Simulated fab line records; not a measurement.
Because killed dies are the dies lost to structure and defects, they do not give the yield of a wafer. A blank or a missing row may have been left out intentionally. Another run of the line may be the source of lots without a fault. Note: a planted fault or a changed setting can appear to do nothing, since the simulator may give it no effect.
fab line records    flow sky130
[record] lots = 11  wafers = 33  last_day = 49
route steps=708 shown CAPM@550 VIA3@597 CAP2M@607 VIA4@652 PAD_OPEN@708
lots untouched by any fault: they come from a run of this same line in which no faults occurred
start_h: hours from the record's opening day to when the first of the lot's shown wafers began    wait_h: how many hours have passed since the lot's step before this one    " identical to the entry in the row above    L1.1+2: a row that stands for several wafers    - no value, or no start given    * or withheld: withheld    < > ~ a bound
route shown NAME@n: NAME is a module with steps in the file, n the number in the route of the first one    usual: mean and standard deviation over wafers with no fault    same: alike in all rows    chamber/n: place in a boat    sites: per-site readings    _std_site: the standard deviation of these    _edge_site: mean of outer sites minus mean of inner sites    radius_mm: for every site, how far away it sits from the centre of the wafer    mask NAME#n: copy n    behind: the last tool/chamber to shape the wafer    hold: reason for holding the lot/hours on hold/outcome of the hold    device: the n, p or np transistor that did not switch    end of line: the route-end tests of the same wafers    step lacking rows: just its recipe    killed: count of dies lost to structure and defects at first sort (not the wafer's yield)    map: per-die view of a wafer (x killed, . not killed, _ where there is no die)
set.NAME: the setting as run; set.NAME@STEP: as run at that earlier step    model.NAME: the simulator's own value behind a step, which no gauge read
one table for each step of the route and one row for each wafer, over a sample of lots
services: when a tool's chamber went out of use (start_h, in hours from the record's first day, below 0 if earlier), for how many hours, and the reason
[[steps]]
[step SKY_CAPM_METAL_ETCH_13]
[recipe] target_depth_nm = 220  stop_on = SiO2  chemistry = Cl2/BCl3  target = TiN  pressure_mtorr = 10  icp_w = 900  bias_w = 49.79  Cl2_flow_sccm = 60  bcl3_flow_sccm = 30  time_s = 62.9
[usual] bias_w = 49.78/0.14  drypump_motor_current_A = 5.8/0.35  mfc_cl2_sccm = 59.99/0.18  oes_product_au = 0.944/0.0073  throttle_valve_pct = 21.899/0.01
lot.wafer  tool          chamber  start_h  wait_h  bias_w  drypump_motor_current_A  mfc_cl2_sccm  oes_product_au  rf_hours_counter_h  throttle_valve_pct
L987.4     rie_metal-01  1        881.21   0.0     49.55   5.3                      59.87         0.936           -                   21.894
L987.5     "             0        "        "       50.03   5.4                      59.85         0.935           -                   21.916
L987.6     "             1        "        "       49.70   5.3                      59.96         0.944           -                   21.908
L991.1     rie_metal-04  1        900.36   0.0     49.69   6.0                      60.19         0.945           2                   21.900
L991.2     "             0        "        "       49.66   6.3                      59.76         0.943           10                  21.892
L991.4     "             0        "        "       49.81   6.3                      59.68         0.956           -                   21.895
L993.3     rie_metal-02  0        912.08   0.0     49.82   5.6                      59.84         0.948           -                   21.888
L993.4     "             1        "        "       49.76   6.0                      60.28         0.952           -                   21.902
L993.5     "             0        "        "       49.87   5.6                      59.85         0.946           -                   21.893
L994.1     rie_metal-01  1        918.06   0.0     49.62   5.3                      59.97         0.936           11                  21.894
L994.2     "             1        "        "       49.67   5.3                      59.63         0.946           -                   21.902
L994.6     "             1        "        "       49.63   5.3                      60.10         0.936           -                   21.890
L995.1     rie_metal-04  1        930.84   0.0     49.75   6.0                      60.09         0.937           3                   21.905
L995.3     "             1        "        "       49.89   6.0                      60.01         0.937           -                   21.894
L995.6     "             0        "        "       49.90   6.3                      60.00         0.951           -                   21.894
L997.1     rie_metal-01  0        937.21   0.0     49.60   5.4                      59.98         0.955           0                   21.888
L997.3     "             1        "        "       49.70   5.3                      60.10         0.958           -                   21.886
L997.6     "             0        "        "       49.69   5.4                      59.99         0.955           -                   21.895
L998.1     rie_metal-02  0        950.14   0.0     49.88   5.6                      59.94         0.957           11                  21.896
L998.2     "             1        "        "       49.93   6.0                      59.90         0.949           5                   21.902
L998.6     "             0        "        "       49.64   5.6                      60.10         0.955           -                   21.901
L100.3     rie_metal-01  1        962.94   0.0     49.77   5.3                      60.01         0.953           -                   21.896
L100.5     "             0        "        "       49.54   5.4                      60.11         0.950           -                   21.901
L100.6     "             1        "        "       49.87   5.3                      59.81         0.943           -                   21.901
L102.2     rie_metal-01  1        983.34   0.0     49.67   5.3                      59.82         0.938           15                  21.907
L102.4     "             1        "        "       49.99   5.3                      59.74         0.933           -                   21.912
L102.6     "             1        "        "       49.90   5.3                      59.86         0.933           -                   21.897
L104.1     rie_metal-01  0        1004.61  0.0     49.82   5.5                      59.82         0.940           4                   21.915
L104.2     "             1        "        "       49.68   5.3                      60.11         0.946           16                  21.890
L104.5     "             0        "        "       49.68   5.4                      59.69         0.947           -                   21.896
L107.1     rie_metal-01  0        1011.71  0.0     49.71   5.4                      59.95         0.931           5                   21.888
L107.4     "             0        "        "       49.66   5.4                      60.11         0.932           -                   21.903
L107.6     "             1        "        "       49.91   5.3                      59.94         0.938           -                   21.904
[step SKY_VIA3_CMP_24]
[recipe] stop_on = SiO2  t_overpolish_s = 20  down_force_psi = 3.5  platen_rpm = 60  target_thk_nm = 0  pad_velocity_m_s = 0.94248
[usual] motor_current_A = 11.4/1  overpolish_run_s = 20.001/0.0095  retaining_ring_pressure_frac = 0.999/0.0048  time_to_endpoint_s = 94/3.3
lot.wafer  tool    chamber  start_h  wait_h  motor_current_A  overpolish_run_s  retaining_ring_pressure_frac  time_to_endpoint_s
L987.4     cmp-01  1        934.46   0.1     12.1             20.002            1.004                         93
L987.5     "       3        "        "       11.5             20.005            1.002                         95
L987.6     "       0        "        "       11.1             20.005            0.999                         91
L991.4     cmp-01  0        954.09   0.0     11.4             20.001            1.002                         91
L991.2     "       2        "        "       12.5             19.978            1.002                         96
L991.1     "       3        "        "       11.0             19.994            0.999                         88
L993.3     cmp-02  0        964.22   0.1     9.9              20.001            0.999                         92
L993.4     "       1        "        "       12.1             20.007            1.008                         97
L993.5     "       0        "        "       10.5             19.990            0.998                         90
L994.1     cmp-01  1        969.20   0.1     12.6             20.000            1.008                         95
L994.2     "       3        "        "       11.4             20.003            0.998                         93
L994.6     "       1        "        "       12.2             20.009            1.000                         91
L995.1     cmp-02  3        982.78   0.1     9.8              19.986            1.000                         87
L995.3     "       1        "        "       11.4             20.002            1.005                         90
L995.6     "       2        "        "       12.1             20.015            0.996                         92
L997.3     cmp-02  2        989.25   0.1     12.2             20.027            0.998                         95
L997.1     "       0        "        "       10.0             19.998            0.993                         90
L997.6     "       1        "        "       11.7             19.992            0.995                         93
L998.1     cmp-02  0        999.73   0.1     9.9              19.992            0.988                         87
L998.2     "       2        "        "       12.4             20.004            1.009                         94
L998.6     "       0        "        "       9.8              19.997            0.991                         94
L100.3     cmp-01  1        1013.95  0.2     12.6             20.008            1.002                         100
L100.6     "       2        "        "       12.4             20.012            1.001                         103
L100.5     "       3        "        "       11.2             19.983            0.997                         99
L102.4     cmp-02  3        1033.42  0.1     10.5             19.999            1.000                         93
L102.2     "       1        "        "       11.4             20.010            0.990                         90
L102.6     "       3        "        "       10.5             20.007            1.002                         90
L104.1     cmp-02  1        1053.66  0.1     11.9             20.006            1.005                         95
L104.2     "       3        "        "       10.7             19.992            1.003                         93
L104.5     "       2        "        "       12.9             20.009            0.994                         99
L107.4     cmp-01  1        1060.69  0.0     12.6             20.003            1.001                         94
L107.1     "       2        "        "       12.6             19.987            0.998                         94
L107.6     "       2        "        "       13.0             20.008            0.997                         96
[step SKY_CAP2M_THK_MEAS_04]
[recipe] thk_meas_gauge = xrf  reads = TiN_of_CAP2M_SPUTTER_02
[usual] CAP2M_TIN_THK = 201.1/2.1
lot.wafer  tool           chamber  start_h  wait_h  CAP2M_TIN_THK[nm]
L987.4     film_metro-04  -        935.16   0.1     198.2
L987.5     "              -        "        "       198.4
L987.6     "              -        "        "       199.4
L991.1     film_metro-03  -        954.85   0.1     200.6
L991.2     "              -        "        "       199.9
L991.4     "              -        "        "       202.7
L993.3     film_metro-03  -        964.96   0.1     198.0
L993.4     "              -        "        "       200.9
L993.5     "              -        "        "       202.6
L994.1     film_metro-02  -        969.91   0.1     200.1
L994.2     "              -        "        "       199.2
L994.6     "              -        "        "       200.6
L995.1     film_metro-02  -        983.49   0.1     204.7
L995.3     "              -        "        "       206.1
L995.6     "              -        "        "       204.2
L997.1     film_metro-03  -        989.96   0.1     199.2
L997.3     "              -        "        "       198.8
L997.6     "              -        "        "       198.2
L998.1     film_metro-04  -        1000.46  0.1     202.1
L998.2     "              -        "        "       200.4
L998.6     "              -        "        "       201.0
L100.3     film_metro-04  -        1014.58  0.1     198.6
L100.5     "              -        "        "       199.8
L100.6     "              -        "        "       199.7
L102.2     film_metro-03  -        1034.14  0.1     201.8
L102.4     "              -        "        "       201.0
L102.6     "              -        "        "       202.1
L104.1     film_metro-03  -        1054.43  0.1     203.9
L104.2     "              -        "        "       204.1
L104.5     "              -        "        "       201.1
L107.1     film_metro-03  -        1061.45  0.1     198.4
L107.4     "              -        "        "       198.0
L107.6     "              -        "        "       200.6
[step SKY_VIA4_STRIP_13]
[recipe] chemistry = O2/N2  power_w = 1400  pressure_mtorr = 1500  platen_temp_c = withheld  o2_flow_sccm = 3000  n2_flow_sccm = 300  overash_fraction = 0.5
[usual] drypump_motor_current_A = 6.0/0.48  oes_product_au = 0.710/0.0051  strip_time_to_endpoint_s = 12.802/0.024
lot.wafer  tool             chamber  start_h  wait_h  drypump_motor_current_A  oes_product_au  rf_hours_counter_h  strip_time_to_endpoint_s
L987.4     plasma_asher-01  1        1009.14  -       6.4                      0.709           -                   12.804
L987.5     "                1        "        "       6.4                      0.718           -                   12.818
L987.6     "                0        "        "       5.5                      0.719           -                   12.770
L991.1     plasma_asher-02  1        1027.95  -       6.4                      0.714           27                  12.816
L991.2     "                0        "        "       5.5                      0.712           27                  12.800
L991.4     "                1        "        "       6.4                      0.712           -                   12.763
L993.3     plasma_asher-01  0        1037.53  -       5.5                      0.714           -                   12.779
L993.4     "                1        "        "       6.4                      0.713           -                   12.742
L993.5     "                0        "        "       5.5                      0.708           -                   12.840
L994.1     plasma_asher-02  0        1039.91  -       5.4                      0.714           29                  12.850
L994.2     "                1        "        "       6.4                      0.706           29                  12.797
L994.6     "                1        "        "       6.4                      0.711           -                   12.798
L995.1     plasma_asher-02  1        1054.31  -       6.4                      0.716           31                  12.815
L995.3     "                1        "        "       6.4                      0.715           -                   12.817
L995.6     "                1        "        "       6.4                      0.714           -                   12.767
L997.1     plasma_asher-02  1        1059.89  -       6.4                      0.714           32                  12.795
L997.3     "                1        "        "       6.4                      0.707           -                   12.772
L997.6     "                0        "        "       5.4                      0.708           -                   12.806
L998.1     plasma_asher-03  0        1068.41  -       5.5                      0.710           0                   12.787
L998.2     "                1        "        "       6.5                      0.707           0                   12.811
L998.6     "                1        "        "       6.5                      0.706           -                   12.849
L100.3     plasma_asher-03  0        1082.82  -       5.5                      0.707           -                   12.769
L100.5     "                0        "        "       5.5                      0.711           -                   12.820
L100.6     "                1        "        "       6.5                      0.704           -                   12.775
L102.2     plasma_asher-02  1        1100.19  -       6.4                      0.707           36                  12.813
L102.4     "                0        "        "       5.4                      0.710           -                   12.763
L102.6     "                1        "        "       6.4                      0.715           -                   12.817
L104.1     plasma_asher-03  0        1118.55  -       5.5                      0.706           5                   12.789
L104.2     "                1        "        "       6.5                      0.704           5                   12.833
L104.5     "                1        "        "       6.5                      0.708           -                   12.822
L107.1     plasma_asher-03  0        1125.81  -       5.5                      0.703           6                   12.809
L107.4     "                0        "        "       5.5                      0.713           -                   12.794
L107.6     "                0        "        "       5.6                      0.716           -                   12.773
[step SKY_PAD_OPEN_PROBE_99]
[usual] defect_limited_yield = 82.5/1.8  killed_at_M0_to_M3 = 43/5.9  killed_at_M4_up = 3.3/1.9  killed_at_contacts = 24/5.6  killed_at_front_end = 15/4.1  killed_at_other = 0.4/0.66  killed_dies = 86/9  killed_open = 47/6.9  killed_short = 39/6.2  sort_bin_3_pad_short = 0.9/0.45  sort_bin_5_function = 10.3/1.4  sort_bin_6_memory = 6.3/1.2  sort_n_pass = 406/9  sort_yield_pct = 82.5/1.8
[same] gross_dies = 492  killed_at_back_side = 0  sort_bin_4_leakage[%] = 0  sort_bin_8_speed[%] = 0
lot.wafer  tool       chamber  start_h  wait_h  hold                      defect_limited_yield[%]  killed_at_M0_to_M3  killed_at_M4_up  killed_at_contacts  killed_at_front_end  killed_at_other  killed_dies  killed_open  killed_short  sort_bin_3_pad_short[%]  sort_bin_5_function[%]  sort_bin_6_memory[%]  sort_n_pass  sort_yield_pct[%]
L987.4     prober-01  -        1079.50  0.2     -                         82.3                     51                  3                23                  9                    1                87           45           42            0.8                      10.4                    6.5                   405          82.3
L987.5     prober-01  -        1079.55  0.2     -                         82.7                     51                  3                20                  11                   0                85           42           42            0.8                      11.6                    4.9                   407          82.7
L987.6     prober-01  -        1079.60  0.2     -                         81.7                     46                  4                28                  11                   1                90           46           44            1.0                      11.8                    5.5                   402          81.7
L991.1     prober-01  -        1096.53  0.1     -                         83.7                     44                  5                17                  14                   0                80           44           36            0.4                      9.1                     6.7                   412          83.7
L991.2     prober-01  -        1096.58  0.1     -                         82.1                     44                  2                32                  10                   0                88           48           40            1.2                      8.7                     7.9                   404          82.1
L991.4     prober-01  -        1096.68  0.2     -                         81.5                     41                  4                27                  19                   0                91           55           36            0.4                      8.9                     9.1                   401          81.5
L993.3     prober-01  -        1105.90  0.2     -                         81.7                     41                  5                32                  11                   1                90           40           49            1.2                      10.4                    6.7                   402          81.7
L993.4     prober-01  -        1105.95  0.2     -                         82.5                     33                  7                26                  19                   1                86           45           41            1.0                      11.8                    4.7                   406          82.5
L993.5     prober-01  -        1106.00  0.2     -                         82.1                     42                  1                33                  12                   0                88           45           42            0.4                      11.8                    5.7                   404          82.1
L994.1     prober-02  -        1107.57  0.1     -                         82.5                     36                  0                31                  18                   1                86           54           31            0.6                      10.8                    6.1                   406          82.5
L994.2     prober-02  -        1107.62  0.1     -                         80.9                     45                  5                23                  21                   0                94           43           49            2.6                      9.8                     6.7                   398          80.9
L994.6     prober-02  -        1107.82  0.2     -                         81.9                     47                  2                27                  13                   0                89           56           32            0.8                      9.3                     7.9                   403          81.9
L995.1     prober-01  -        1120.28  0.1     -                         80.7                     49                  5                21                  19                   1                95           40           54            2.0                      12.8                    4.5                   397          80.7
L995.3     prober-01  -        1120.38  0.2     -                         78.7                     56                  1                31                  17                   0                105          55           50            1.6                      13.2                    6.5                   387          78.7
L995.6     prober-01  -        1120.53  0.2     -                         81.1                     47                  3                22                  21                   0                93           48           45            0.8                      8.5                     9.6                   399          81.1
L997.1     prober-01  -        1126.04  0.1     -                         83.1                     45                  3                16                  17                   2                83           43           40            1.2                      11.0                    4.7                   409          83.1
L997.3     prober-01  -        1126.14  0.2     -                         83.3                     42                  5                23                  12                   0                82           47           35            0.4                      8.3                     7.9                   410          83.3
L997.6     prober-01  -        1126.29  0.2     -                         84.3                     48                  2                19                  8                    0                77           39           38            1.2                      8.9                     5.5                   415          84.3
L998.1     prober-01  -        1132.15  0.1     -                         82.9                     41                  3                21                  19                   0                84           54           30            0.6                      10.6                    5.9                   408          82.9
L998.2     prober-01  -        1132.20  0.1     -                         83.5                     47                  3                16                  13                   2                81           46           35            0.8                      11.0                    4.7                   411          83.5
L998.6     prober-01  -        1132.40  0.2     -                         80.3                     46                  5                33                  13                   0                97           55           42            1.2                      9.8                     8.7                   395          80.3
L100.3     prober-02  -        1146.12  0.3     -                         77.2                     62                  9                25                  16                   0                112          66           46            1.6                      11.2                    10.0                  380          77.2
L100.5     prober-02  -        1146.22  0.4     -                         83.1                     35                  6                27                  15                   0                83           50           33            0.2                      11.4                    5.3                   409          83.1
L100.6     prober-02  -        1146.27  0.4     -                         83.1                     37                  3                28                  15                   0                83           46           37            0.4                      10.8                    5.7                   409          83.1
L102.2     prober-02  -        1160.50  0.1     -                         84.1                     40                  2                20                  16                   0                78           44           33            0.8                      7.9                     7.1                   414          84.1
L102.4     prober-02  -        1160.60  0.2     -                         83.1                     42                  6                19                  15                   1                83           47           35            0.4                      10.6                    5.9                   409          83.1
L102.6     prober-02  -        1160.70  0.2     -                         81.5                     42                  2                36                  10                   1                91           58           32            1.0                      12.2                    5.3                   401          81.5
L104.1     prober-02  -        1176.68  0.1     await_dispo/2.1h/release  77.8                     32                  2                18                  9                    48               109          37           22            2.0                      14.6                    5.5                   383          77.8
L104.2     prober-02  -        1176.73  0.1     await_dispo/2.1h/release  83.1                     38                  8                21                  16                   0                83           45           36            0.8                      11.0                    5.1                   409          83.1
L104.5     prober-02  -        1176.88  0.2     await_dispo/2.1h/release  76.0                     37                  2                25                  11                   43               118          41           35            3.0                      13.8                    7.1                   374          76.0
L107.1     prober-01  -        1183.57  0.1     await_dispo/5.9h/release  72.8                     53                  3                29                  8                    41               134          53           40            1.4                      17.5                    8.3                   358          72.8
L107.4     prober-01  -        1183.72  0.2     await_dispo/5.9h/release  75.6                     29                  2                25                  15                   49               120          41           30            3.0                      14.4                    6.9                   372          75.6
L107.6     prober-01  -        1183.82  0.2     await_dispo/5.9h/release  82.9                     50                  2                18                  14                   0                84           46           38            0.8                      10.8                    5.5                   408          82.9
// killed by level:class
L987.4 VIA2:geometric_particle:open=12 VIA1:geometric_particle:open=8 VIA3:geometric_particle:open=8 LI_CONTACT:geometric_particle:short=6 METAL1:geometric_particle:short=6 CONTACT:geometric_particle:open=5 POLY_GATE:geometric_particle:open=4 VIA1:geometric_particle:short=4
L987.5 VIA1:geometric_particle:open=10 METAL2:geometric_particle:short=7 VIA3:geometric_particle:open=7 METAL1:geometric_particle:short=6 VIA2:geometric_particle:open=6 VIA3:geometric_particle:short=6 LI_CONTACT:geometric_particle:open=5 LOCAL_INTERCONNECT:geometric_particle:short=5
L987.6 VIA1:geometric_particle:open=12 LI_CONTACT:geometric_particle:open=10 METAL2:geometric_particle:short=8 VIA1:geometric_particle:short=7 CONTACT:geometric_particle:short=7 VIA2:geometric_particle:open=7 CONTACT:geometric_particle:open=6 POLY_GATE:geometric_particle:short=4
L991.1 VIA2:geometric_particle:open=10 VIA1:geometric_particle:open=8 CONTACT:geometric_particle:open=8 VIA2:geometric_particle:short=8 METAL1:geometric_particle:short=5 FIELD_ISO:geometric_particle:short=3 POLY_CUT:geometric_particle:open=3 LI_CONTACT:geometric_particle:short=3
L991.2 CONTACT:geometric_particle:open=13 VIA1:geometric_particle:short=10 VIA1:geometric_particle:open=10 LI_CONTACT:geometric_particle:open=7 VIA2:geometric_particle:open=5 LI_CONTACT:geometric_particle:short=4 METAL1:geometric_particle:short=4 VIA3:geometric_particle:short=4
L991.4 VIA1:geometric_particle:open=13 CONTACT:geometric_particle:open=9 VIA2:geometric_particle:open=8 LI_CONTACT:geometric_particle:open=7 FIELD_ISO:geometric_particle:open=6 LOCAL_INTERCONNECT:geometric_particle:short=6 POLY_GATE:geometric_particle:short=4 METAL1:geometric_particle:short=4
L993.3 CONTACT:geometric_particle:open=10 CONTACT:geometric_particle:short=10 VIA1:geometric_particle:short=7 VIA2:geometric_particle:open=7 METAL2:geometric_particle:short=6 LI_CONTACT:geometric_particle:open=5 LI_CONTACT:geometric_particle:short=5 VIA1:geometric_particle:open=4
L993.4 CONTACT:geometric_particle:open=10 FIELD_ISO:geometric_particle:short=9 VIA1:geometric_particle:open=7 LOCAL_INTERCONNECT:geometric_particle:short=6 METAL4:geometric_particle:short=5 VIA3:geometric_particle:open=5 CONTACT:geometric_particle:short=4 METAL1:geometric_particle:open=4
L993.5 CONTACT:geometric_particle:short=11 CONTACT:geometric_particle:open=9 VIA1:geometric_particle:open=8 LI_CONTACT:geometric_particle:open=7 VIA2:geometric_particle:open=7 FIELD_ISO:geometric_particle:open=5 VIA1:geometric_particle:short=5 METAL2:geometric_particle:short=5
L994.1 LI_CONTACT:geometric_particle:open=10 FIELD_ISO:geometric_particle:open=8 CONTACT:geometric_particle:open=8 VIA1:geometric_particle:open=8 VIA2:geometric_particle:open=8 CONTACT:geometric_particle:short=6 FIELD_ISO:geometric_particle:short=4 LI_CONTACT:geometric_particle:short=4
L994.2 VIA1:geometric_particle:open=8 CONTACT:geometric_particle:open=7 METAL1:geometric_particle:short=7 VIA3:geometric_particle:open=6 LI_CONTACT:geometric_particle:open=6 VIA2:geometric_particle:open=6 METAL2:geometric_particle:short=6 METAL3:geometric_particle:short=6
L994.6 VIA2:geometric_particle:open=12 CONTACT:geometric_particle:open=10 VIA1:geometric_particle:open=9 METAL1:geometric_particle:short=7 LI_CONTACT:geometric_particle:open=6 VIA3:geometric_particle:open=5 LI_CONTACT:geometric_particle:short=4 METAL2:geometric_particle:short=4
L995.1 METAL1:geometric_particle:short=10 METAL2:geometric_particle:short=8 VIA1:geometric_particle:open=8 CONTACT:geometric_particle:open=7 FIELD_ISO:geometric_particle:short=7 CONTACT:geometric_particle:short=6 FIELD_ISO:geometric_particle:open=4 VIA3:geometric_particle:open=4
L995.3 CONTACT:geometric_particle:open=11 VIA1:geometric_particle:open=10 LI_CONTACT:geometric_particle:open=8 FIELD_ISO:geometric_particle:short=6 LOCAL_INTERCONNECT:geometric_particle:short=6 VIA3:geometric_particle:open=6 VIA3:geometric_particle:short=6 VIA2:geometric_particle:open=5
L995.6 LI_CONTACT:geometric_particle:open=8 METAL1:geometric_particle:short=8 VIA1:geometric_particle:open=8 FIELD_ISO:geometric_particle:short=7 FIELD_ISO:geometric_particle:open=5 VIA2:geometric_particle:open=5 METAL1:geometric_particle:open=4 CONTACT:geometric_particle:short=4
L997.1 VIA1:geometric_particle:open=9 VIA2:geometric_particle:open=8 POLY_GATE:geometric_particle:short=6 CONTACT:geometric_particle:open=6 VIA1:geometric_particle:short=6 METAL2:geometric_particle:short=6 VIA3:geometric_particle:open=5 FIELD_ISO:geometric_particle:open=3
L997.3 VIA2:geometric_particle:open=13 CONTACT:geometric_particle:open=8 VIA1:geometric_particle:open=8 METAL2:geometric_particle:short=6 POLY_GATE:geometric_particle:open=5 LI_CONTACT:geometric_particle:open=5 CONTACT:geometric_particle:short=5 POLY_GATE:geometric_particle:short=3
L997.6 VIA1:geometric_particle:open=11 METAL2:geometric_particle:short=9 CONTACT:geometric_particle:open=7 VIA2:geometric_particle:open=7 LI_CONTACT:geometric_particle:open=6 VIA1:geometric_particle:short=5 POLY_GATE:geometric_particle:short=4 METAL1:geometric_particle:short=4
L998.1 VIA1:geometric_particle:open=11 LI_CONTACT:geometric_particle:open=10 VIA2:geometric_particle:open=9 FIELD_ISO:geometric_particle:short=6 CONTACT:geometric_particle:open=6 POLY_GATE:geometric_particle:short=5 VIA3:geometric_particle:open=5 METAL1:geometric_particle:short=4
L998.2 VIA1:geometric_particle:open=14 VIA2:geometric_particle:open=9 LI_CONTACT:geometric_particle:open=5 LOCAL_INTERCONNECT:geometric_particle:short=5 VIA1:geometric_particle:short=5 METAL1:geometric_particle:short=4 VIA3:geometric_particle:open=4 FIELD_ISO:geometric_particle:short=3
L998.6 VIA1:geometric_particle:open=14 CONTACT:geometric_particle:open=12 CONTACT:geometric_particle:short=9 LI_CONTACT:geometric_particle:open=8 VIA3:geometric_particle:open=7 METAL2:geometric_particle:short=6 FIELD_ISO:geometric_particle:short=5 METAL1:geometric_particle:short=5
L100.3 VIA3:geometric_particle:open=15 VIA1:geometric_particle:open=11 LI_CONTACT:geometric_particle:open=10 CONTACT:geometric_particle:open=9 VIA2:geometric_particle:open=7 VIA3:geometric_particle:short=7 METAL2:geometric_particle:short=6 METAL4:geometric_particle:short=6
L100.5 CONTACT:geometric_particle:open=12 VIA1:geometric_particle:open=9 LI_CONTACT:geometric_particle:open=8 VIA2:geometric_particle:open=8 METAL4:geometric_particle:short=6 FIELD_ISO:geometric_particle:short=4 FIELD_ISO:geometric_particle:open=4 VIA3:geometric_particle:short=4
L100.6 CONTACT:geometric_particle:open=9 VIA3:geometric_particle:open=7 METAL1:geometric_particle:short=6 VIA1:geometric_particle:open=6 FIELD_ISO:geometric_particle:open=5 LI_CONTACT:geometric_particle:open=5 LOCAL_INTERCONNECT:geometric_particle:short=5 VIA2:geometric_particle:open=5
L102.2 VIA1:geometric_particle:open=9 CONTACT:geometric_particle:open=8 VIA2:geometric_particle:open=6 METAL2:geometric_particle:short=6 VIA2:geometric_particle:short=6 SONOS_ONO:geometric_particle:open=4 POLY_GATE:geometric_particle:open=4 FIELD_ISO:geometric_particle:open=3
L102.4 CONTACT:geometric_particle:open=9 VIA3:geometric_particle:open=9 VIA1:geometric_particle:open=7 VIA2:geometric_particle:open=6 METAL2:geometric_particle:short=6 CONTACT:geometric_particle:short=5 VIA1:geometric_particle:short=5 SPACER:geometric_particle:open=4
L102.6 CONTACT:geometric_particle:open=20 VIA2:geometric_particle:open=13 VIA1:geometric_particle:open=8 CONTACT:geometric_particle:short=7 FIELD_ISO:geometric_particle:open=4 LOCAL_INTERCONNECT:geometric_particle:short=4 VIA3:geometric_particle:open=4 METAL1:geometric_particle:open=3
L104.1 CAPM:unspecified=47 CONTACT:geometric_particle:open=8 VIA2:geometric_particle:open=7 VIA1:geometric_particle:open=6 LI_CONTACT:geometric_particle:open=5 METAL2:geometric_particle:short=5 VIA3:geometric_particle:open=5 CONTACT:geometric_particle:short=3
L104.2 VIA2:geometric_particle:open=11 LI_CONTACT:geometric_particle:open=7 VIA1:geometric_particle:short=5 METAL2:geometric_particle:short=5 VIA3:geometric_particle:open=5 METAL4:geometric_particle:short=5 POLY_GATE:geometric_particle:open=4 POLY_GATE:geometric_particle:short=4
L104.5 CAPM:unspecified=42 CONTACT:geometric_particle:open=15 METAL1:geometric_particle:short=10 VIA1:geometric_particle:open=8 METAL2:geometric_particle:short=6 CONTACT:geometric_particle:short=4 VIA2:geometric_particle:open=4 VIA3:geometric_particle:short=4
L107.1 CAPM:unspecified=41 VIA1:geometric_particle:open=14 LI_CONTACT:geometric_particle:open=9 VIA3:geometric_particle:open=7 CONTACT:geometric_particle:short=7 METAL1:geometric_particle:short=6 CONTACT:geometric_particle:open=5 VIA2:geometric_particle:open=5
L107.4 CAPM:unspecified=49 CONTACT:geometric_particle:open=13 VIA1:geometric_particle:open=8 VIA2:geometric_particle:open=6 FIELD_ISO:geometric_particle:short=5 VIA1:geometric_particle:short=5 LOCAL_INTERCONNECT:geometric_particle:short=5 FIELD_ISO:geometric_particle:open=4
L107.6 VIA1:geometric_particle:open=12 VIA3:geometric_particle:open=9 CONTACT:geometric_particle:open=7 METAL2:geometric_particle:short=7 VIA1:geometric_particle:short=7 FIELD_ISO:geometric_particle:short=5 VIA2:geometric_particle:open=5 METAL1:geometric_particle:short=5
[[services]]
tool             chamber  start_h  hours  kind
plasma_asher-02  -        896.95   15.6   pm
rie_metal-02     -        899.17   2.8    pm
rie_metal-01     0        905.86   4.1    repair
rie_metal-01     -        908.66   3.4    repair
cmp-02           -        912.02   4.0    pm
cmp-01           -        923.74   1.1    repair
cmp-01           -        925.22   0.6    repair
cmp-02           -        952.55   3.2    repair
rie_metal-01     -        952.88   0.2    repair
cmp-01           -        974.46   7.8    pm
plasma_asher-03  -        983.04   53.2   repair
cmp-01           -        993.49   5.3    pm
cmp-01           -        999.10   0.8    repair
cmp-02           -        1002.83  0.5    repair
cmp-02           -        1010.64  2.9    pm
rie_metal-01     1        1024.74  18.7   repair
cmp-02           -        1042.75  1.0    repair
cmp-02           -        1046.24  1.6    repair
plasma_asher-03  -        1055.34  9.0    pm
cmp-02           -        1062.38  0.8    repair
cmp-01           -        1084.24  4.0    pm
rie_metal-01     0        1095.17  23.8   repair
cmp-02           -        1111.12  0.2    repair
plasma_asher-03  -        1117.62  0.8    repair
[[key]]
[first_sign] step = SKY_PAD_OPEN_PROBE_99  reading = killed_at_other  direction = up  sigmas = 45  usual = 0.4  struck = 45.2
[effect] step = SKY_PAD_OPEN_PROBE_99  reading = sort_n_pass  direction = down  sigmas = 3.8  usual = 406  struck = 372
met_at SKY_CAPM_METAL_ETCH_13
struck_lots L104,L107
struck_wafers L104.1,L104.5,L107.1,L107.4
not_acting_at SKY_VIA3_CMP_24,SKY_CAP2M_THK_MEAS_04,SKY_VIA4_STRIP_13
onset_between 962.94 1004.61
[fault] kind = chamber_particle_source  tool = rie_metal-01  chamber = 0  onset_h = 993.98  steps = SKY_CAPM_METAL_ETCH_13  rate_per_visit_cm2 = 0.52548  end_h = 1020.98
